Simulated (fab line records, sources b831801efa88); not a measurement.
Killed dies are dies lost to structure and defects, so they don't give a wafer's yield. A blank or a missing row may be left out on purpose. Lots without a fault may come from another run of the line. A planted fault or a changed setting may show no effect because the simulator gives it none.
Chamber matching | flow sky130 | SKY_METAL4_ETCH_17 on rie_diel-04: 4 sister chambers
The step etches SiO2 in C4F8/O2/Ar, stops on TiN, time 3.9 s, target depth 15 nm. 4 wafers are shown with their chamber, then 10 later ones without.

WAFERS WITH THEIR CHAMBER
wafer  | chamber | oes_product_au (a.u.)
L086.3 | 2       | 0.746
L086.4 | 1       | 0.750
L090.2 | 0       | 0.755
L090.3 | 3       | 0.735

WAFERS WITHOUT THEIR CHAMBER
wafer  | oes_product_au (a.u.)
L090.4 | 0.754
L091.2 | 0.751
L091.4 | 0.758
L091.6 | 0.753
L095.1 | 0.748
L095.2 | 0.745
L095.6 | 0.753
L097.3 | 0.759
L097.5 | 0.753
L097.6 | 0.760

WHICH CHAMBER EACH WENT THROUGH
wafer  | from the rows above          | in truth
L090.4 | can't be placed: 0 or 1      | 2
L091.2 | can't be placed: 1 or 0 or 2 | 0
L091.4 | can't be placed: 0 or 1      | 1
L091.6 | can't be placed: 0 or 1 or 2 | 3
L095.1 | can't be placed: 1 or 2 or 0 | 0
L095.2 | can't be placed: 2 or 1      | 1
L095.6 | can't be placed: 0 or 1 or 2 | 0
L097.3 | can't be placed: 0 or 1      | 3
L097.5 | can't be placed: 0 or 1 or 2 | 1
L097.6 | can't be placed: 0 or 1      | 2
Placed correctly: 0 of 10. Can't be placed from these rows: 10 (the true chamber is among the candidates in 6). Placed wrongly: 0.
How it was worked out, from the rows above alone: a wafer's distance from a chamber is the root of the sum, over the readings, of the square of ((its reading less the chamber's mean) divided by the reading's scatter). The wafer belongs to the nearest chamber; if the next one is less than 2 further off, it can't be placed. A chamber's mean is the mean of its shown wafers. The scatter: with one shown wafer a chamber, the root of the mean of the squares of how far each hidden wafer lies from its nearest shown one.
